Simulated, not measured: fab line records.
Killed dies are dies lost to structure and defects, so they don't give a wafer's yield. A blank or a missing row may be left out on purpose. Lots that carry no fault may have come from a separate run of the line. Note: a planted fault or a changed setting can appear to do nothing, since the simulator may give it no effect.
Code-filled problem report in 8D (eight disciplines) form + flow sky130 + the parts of the form that need people (team, actions taken, sign-off) are left out

1. WHAT WENT WRONG
Wafers without a fault read 0.4000 Pa, standard deviation 0.00081; chamberPressurePa at SKY_METAL1_SPUTTER_04 reads a mean of 0.3796 Pa on 6 wafers belonging to 2 lots. Relative to the usual mean, that is a shift of -25 standard deviations.
The step: material TiN, target thk 70 nm, time 58.3 s.
Seen first at day 36 10:45 on pvdSputter-01, wafer L810.2. The record has a number at this step for 42 wafers belonging to 14 lots. Rule for "out", or "out of limits": more than 4 standard deviations from the usual mean. The rest of the wafers with a number are treated as sound.

2. WHAT IT IS; WHAT IT IS NOT
| question                    | is                     | is not                                                                          |
|-----------------------------|------------------------|---------------------------------------------------------------------------------|
| which readings at this step | chamberPressurePa      | throttleValvePct                                                                |
| which lots                  | L810, L813             | L796, L797, L798, L799, L801, L803, L806, L807, L809, L812, L815, L817          |
| which wafers of those lots  | all that have a number | -                                                                               |
| read on which tools         | pvdSputter-01          | pvdSputter-02, pvdSputter-04                                                    |
| when                        | from day 36 10:45      | up to then (27 sound wafers); but 9 sound wafers of L812, L815, L817 came after |

3. THE SUSPECTS, EACH WITH WHAT RULES IT OUT
Counting: a tool stays on the suspect list if, at a process step up to the reading, it processed all lots that are out and no sound lot following the first of them.
- pvdSputter-01 at SKY_METAL1_SPUTTER_04 (material TiN, target thk 70 nm, time 58.3 s): kept. All lots that are out passed through it, beginning with L810 at day 36 10:45, and no sound lot followed; its final sound lot before that point was L809 at day 36 02:08. Out on those wafers are its own readings of chamberPressurePa.
Left after counting: pvdSputter-01 at SKY_METAL1_SPUTTER_04.

4. THE CAUSE (what the simulator had put in)
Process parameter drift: pvdSputter-01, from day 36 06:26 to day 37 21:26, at SKY_METAL1_SPUTTER_04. Setting chamberPressurePa shifted by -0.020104 from 0.4. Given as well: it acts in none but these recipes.
The count eliminated every tool but this one.

5. THE EFFECT CHAIN, in route order
One row per reading whose mean, taken over the struck wafers that have a number, lies over 3 standard deviations from the usual. Only readings whose record carries a usual standard deviation are examined. hours: median over the lots of the time between each lot's start at the first step of this table that gives one and its start at this step. sigmas: the change, counted in usual standard deviations.
| hours | step                  | reading           | usual     | on struck wafers | change  | sigmas |
|-------|-----------------------|-------------------|-----------|------------------|---------|--------|
| 0     | SKY_METAL1_SPUTTER_04 | chamberPressurePa | 0.4000 Pa | 0.3796           | -0.0204 | -25    |
Its process steps:
- SKY_METAL1_SPUTTER_04: material TiN, target thk 70 nm, time 58.3 s.

6. HOW IT WOULD HAVE BEEN CAUGHT EARLIER
In this record the first reading out of limits was taken at day 36 10:45, 4 hours after the fault began at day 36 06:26.
